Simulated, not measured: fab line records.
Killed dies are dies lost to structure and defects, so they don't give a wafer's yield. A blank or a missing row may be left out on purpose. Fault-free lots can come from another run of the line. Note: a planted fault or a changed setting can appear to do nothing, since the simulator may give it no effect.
A struck lot beside a sound one | flow gf180mcu | 16 out of 602 route steps
Sound: the wafers L276.1, L276.3, L276.4. Struck: wafer L282.1; the same lot's L282.6 was not struck, so it is left out; see the end for the cause.
Order at every step that has rows: each side's tool, ch and its chambers, its first start. Under that, the readings that differ: sound wafers | struck wafers | difference of the means | sigmas: that difference in standard deviations of wafers without a fault.
alike: words and numbers the same on both sides, and readings whose means are apart by under 2 such deviations; not compared: readings that were withheld, readings missing a value for some wafer, numbers with overlapping values and no deviation given by the record, and bounds like >300 which may hide the same value.
A row with sigmas, a row that says differs or no value, or rows on one side alone: a step with any of these is where the two part. Numbers that have no deviation but don't overlap get no sigmas and don't part them. Lack of a reading on every wafer of one side parts them only where that side has two or more wafers.

first, 1 step without rows for these wafers: GF_TOP_METAL_CLEAN_19 (cleans in DIW).
GF_PASSIVATION_CVD_00: deposits SiO2 from TEOS, target thk 1000 nm, time 111.95 s.
  sound on pecvd-03 ch 0,1, day 30 01:35; struck on pecvd-03 ch 1, day 31 14:25
  alike: heater-power-w
GF_PASSIVATION_THK_MEAS_01:
  struck on film-metro-02, day 31 14:30; sound on film-metro-03, day 30 01:40
  alike: PASSIVATION_CVD_00_THK
GF_PASSIVATION_CVD_02: deposits Si3N4, target thk 700 nm, time 486.18 s.
  sound on pecvd-01 ch 0,1, day 30 01:43; struck on pecvd-01 ch 2, day 31 14:34
  alike: heater-power-w
GF_PASSIVATION_THK_MEAS_03:
  struck on film-metro-04, day 31 14:51; sound on film-metro-04, day 30 02:00
  alike: PASSIVATION_CVD_02_THK
then, 7 steps without rows for these wafers: GF_PASSIVATION_DEHYDRATE_04 (time 60 s); GF_PASSIVATION_HMDS_05 (prime time 60 s); GF_PASSIVATION_COAT_06 (resist thk 4000 nm); GF_PASSIVATION_SOFTBAKE_07; GF_PASSIVATION_EXPOSE_08 (exposes mask Pad, target cd 40000 nm); GF_PASSIVATION_PEB_09; GF_PASSIVATION_DEVELOP_10 (develop time 60 s).
GF_PASSIVATION_ETCH_11: etches the open film in CF4/O2, stops on TiN, target depth 1800 nm, time 400 s.
  sound on rie-diel-04 ch 0,1,3, day 30 20:15; struck on rie-diel-03 ch 2, day 32 07:22
  reading                                       | sound             | struck | difference | sigmas
  oes-product-au (a.u.)                         | 0.966 0.965 0.972 | 0.828  | -0.140     | -18
  throttle-valve-pct (%)                        | 5.969 5.959 5.968 | 5.921  | -0.044     | -5
  model.PASSIVATION.feature-depth-nm (nm)       | 1698 1702 1740    | 1330   | -383       |
  model.etch.depth-nm (nm)                      | 1698 1702 1740    | 1330   | -383       |
  model.coat_of_PASSIVATION_COAT_06.thk-nm (nm) | 2798 2770 2791    | 3103   | +317       |
  alike: drypump-motor-current-A
  not compared: rf-hours-counter-h
GF_PASSIVATION_STRIP_12: strips in O2/N2.
  sound on plasma-asher-03 ch 0,1, day 30 20:29; struck on plasma-asher-04 ch 0, day 32 07:36
  reading                      | sound             | struck | difference | sigmas
  strip-time-to-endpoint-s (s) | 34.76 34.42 34.66 | 38.27  | +3.66      | +17
  alike: drypump-motor-current-A, heater-power-w, o2-flow-sccm, oes-product-au, platen-temp-c
  not compared: rf-hours-counter-h
then, 1 step without rows for these wafers: GF_PASSIVATION_ANNEAL_13 (time 1800 s).
GF_PASSIVATION_PROBE_99:
  struck on prober-02, day 32 09:19; sound on prober-02, day 30 22:13
  reading                             | sound | struck | difference | sigmas
  model.etest.via2-chain.open         | 0 0 0 | 1      | +1         |
  model.etest.nwell.open              | 0 0 0 | 1      | +1         |
  model.etest.ldpmos_10p0.under-floor | 0 0 0 | 1      | +1         |
  model.etest.pwell-in-dnwell.open    | 0 0 0 | 1      | +1         |
  model.etest.field-p.under-floor     | 0 0 0 | 1      | +1         |
  model.etest.via1-chain.open         | 0 0 0 | 1      | +1         |
  model.etest.contact-poly.open       | 0 0 0 | 1      | +1         |
  model.etest.nplus_sal_6v.open       | 0 0 0 | 1      | +1         |

== WHERE THEY PART ==
Earliest at GF_PASSIVATION_ETCH_11; latest, in this record, at GF_PASSIVATION_STRIP_12.

WHY: the cause the simulator had injected
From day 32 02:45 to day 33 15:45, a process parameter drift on rie-diel-03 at GF_PASSIVATION_ETCH_11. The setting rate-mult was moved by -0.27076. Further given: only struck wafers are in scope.
